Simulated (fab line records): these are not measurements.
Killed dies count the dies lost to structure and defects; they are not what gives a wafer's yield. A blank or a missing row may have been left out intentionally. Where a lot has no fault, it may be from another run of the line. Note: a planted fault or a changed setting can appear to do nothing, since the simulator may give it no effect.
Which tool is to blame? ; flow gf180mcu ; 39 wafers from 13 lots sampled at 4 of the route's 602 steps

WHAT EACH GAUGE READ, for each wafer
GF_CONTACT_THK_MEAS_01. Usual: for CONTACT_CVD_00_THK the level is 305 nm and the standard deviation is 3.
lot;measured;on;CONTACT_CVD_00_THK (nm);flag
L770;day 15 23:25;filmMetro-03;307 303 306;
L774;day 17 09:32;filmMetro-01;306 310 307;
L775;day 17 17:03;filmMetro-03;301 301 300;
L776;day 18 02:27;filmMetro-03;307 303 305;
L777;day 18 07:04;filmMetro-03;306 303 304;
L778;day 18 21:59;filmMetro-01;307 306 308;
L779;day 19 04:12;filmMetro-01;304 305 302;
L780;day 19 14:20;filmMetro-01;309 305 305;
L781;day 19 21:09;filmMetro-01;311 310 308;
L782;day 20 13:11;filmMetro-01;304 305 302;
L785;day 21 07:50;filmMetro-02;308 304 305;
L788;day 22 07:52;filmMetro-01;302 306 302;
L791;day 23 09:01;filmMetro-02;301 305 300;

EACH LOT AND THE TOOL THAT RAN IT (in order: tool; ch and the chambers of the sampled wafers; start)
lot;GF_NWELL_IMPLANT_09;GF_POLY_GATE_ETCH_12;GF_SAB_ETCH_11
L770;implanter-02 ch 0, day 3 19:42;rieDiel-01 ch 1,2,3, day 9 19:37;rieDiel-04 ch 0,2,3, day 15 22:31
L774;implanter-03 ch 0, day 4 16:17;rieDiel-04 ch 0,1,3, day 10 23:40;rieDiel-02 ch 0,1,2, day 17 08:38
L775;implanter-02 ch 0, day 4 20:46;rieDiel-03 ch 0,2, day 11 04:56;rieDiel-02 ch 0,1, day 17 16:07
L776;implanter-04 ch 0, day 5 02:53;rieDiel-04 ch 0,1,3, day 11 12:28;rieDiel-02 ch 1,2, day 18 01:31
L777;implanter-04 ch 0, day 5 07:41;rieDiel-03 ch 1,2,3, day 11 18:04;rieDiel-02 ch 1,2,3, day 18 06:08
L778;implanter-04 ch 0, day 5 15:05;rieDiel-03 ch 1,2, day 12 07:31;rieDiel-02 ch 0,1,2, day 18 21:04
L779;implanter-03 ch 0, day 5 19:26;rieDiel-03 ch 2,3, day 12 09:47;rieDiel-04 ch 1,2, day 19 03:17
L780;implanter-03 ch 0, day 6 02:39;rieDiel-03 ch 0,1,3, day 12 20:55;rieDiel-02 ch 0,1,2, day 19 13:26
L781;implanter-03 ch 0, day 6 05:18;rieDiel-04 ch 0,2, day 12 23:13;rieDiel-04 ch 0,3, day 19 20:13
L782;implanter-04 ch 0, day 6 14:53;rieDiel-01 ch 0,1, day 13 13:19;rieDiel-04 ch 0,3, day 20 12:17
L785;implanter-04 ch 0, day 7 06:24;rieDiel-04 ch 0,2, day 14 06:10;rieDiel-04 ch 1,2, day 21 06:53
L788;implanter-04 ch 0, day 7 20:38;rieDiel-04 ch 0,1,3, day 15 05:07;rieDiel-04 ch 0,1, day 22 06:58
L791;implanter-03 ch 0, day 8 14:46;rieDiel-03 ch 0,3, day 16 03:01;rieDiel-03 ch 0,2,3, day 23 08:01
- GF_NWELL_IMPLANT_09
- GF_POLY_GATE_ETCH_12: etches BARC in N2/H2.
- GF_SAB_ETCH_11: etches SiO2 in C4F8/O2/Ar, target depth 55 nm, time 8.5 s.

AS READ BY THE TOOLS THEMSELVES (means over the sampled wafers that have a number; for cases with no such wafer, the mark the record gives instead)
GF_NWELL_IMPLANT_09. Usual: doseIonsCm2 4e+12, standard deviation 4.3e+09.
lot;tool;doseIonsCm2;flag
L770;implanter-02;4e+12;
L774;implanter-03;4e+12;
L775;implanter-02;4e+12;
L776;implanter-04;4e+12;
L777;implanter-04;4e+12;
L778;implanter-04;4e+12;
L779;implanter-03;4e+12;
L780;implanter-03;4e+12;
L781;implanter-03;4e+12;
L782;implanter-04;4e+12;
L785;implanter-04;4e+12;
L788;implanter-04;4e+12;
L791;implanter-03;4e+12;

GF_POLY_GATE_ETCH_12. Usual: chamberPressureMTorr 30.00 mTorr, standard deviation 0.03; drypumpMotorCurrentA 5.8 A, standard deviation 0.44; oesProductAu 0.735 a.u., standard deviation 0.0043; throttleValvePct 13.215 %, standard deviation 0.0085.
lot;tool;chamberPressureMTorr (mTorr);drypumpMotorCurrentA (A);oesProductAu (a.u.);throttleValvePct (%);flag
L770;rieDiel-01;30.01;6.3;0.728;13.220;
L774;rieDiel-04;30.01;5.5;0.738;13.210;
L775;rieDiel-03;30.00;5.5;0.740;13.221;
L776;rieDiel-04;30.02;5.6;0.737;13.218;
L777;rieDiel-03;29.99;6.0;0.734;13.212;
L778;rieDiel-03;29.99;6.1;0.739;13.207;
L779;rieDiel-03;29.99;6.0;0.737;13.217;
L780;rieDiel-03;29.97;5.9;0.737;13.222;
L781;rieDiel-04;29.99;6.1;0.733;13.221;
L782;rieDiel-01;29.98;6.3;0.735;13.219;
L785;rieDiel-04;30.00;6.1;0.734;13.211;
L788;rieDiel-04;30.04;5.5;0.736;13.209;
L791;rieDiel-03;30.02;5.6;0.732;13.212;

GF_SAB_ETCH_11. Usual: chamberPressureMTorr 40.00 mTorr, standard deviation 0.039; oesProductAu 0.998 a.u., standard deviation 0.0092.
lot;tool;chamberPressureMTorr (mTorr);oesProductAu (a.u.);flag
L770;rieDiel-04;39.95;0.993;
L774;rieDiel-02;40.00;1.019;
L775;rieDiel-02;39.98;1.006;
L776;rieDiel-02;40.00;1.005;
L777;rieDiel-02;39.96;1.000;
L778;rieDiel-02;39.99;1.008;
L779;rieDiel-04;39.99;1.003;
L780;rieDiel-02;40.01;0.999;
L781;rieDiel-04;39.99;0.996;
L782;rieDiel-04;40.02;0.992;
L785;rieDiel-04;39.99;0.987;
L788;rieDiel-04;39.99;0.990;
L791;rieDiel-03;39.98;0.991;

THE ANSWER, worked out from the rows above alone
Rule: lot off if the mean of its wafers having a number is beyond 3 standard deviations from the usual mean. Also off: a lot with no number at a reading for which 4 or more lots have one. Any other lot the step has rows for is counted as sound. Order of review: gauges by route order, followed by the tools' own readings, for which a lot's mean as printed above is used. At the first step where some lot is off, the reading lying furthest off is the one used; lots without a number count as furthest.
No lot is off on any of the readings shown, so nothing can be concluded from this.

WHAT WAS PUT IN BY THE SIMULATOR
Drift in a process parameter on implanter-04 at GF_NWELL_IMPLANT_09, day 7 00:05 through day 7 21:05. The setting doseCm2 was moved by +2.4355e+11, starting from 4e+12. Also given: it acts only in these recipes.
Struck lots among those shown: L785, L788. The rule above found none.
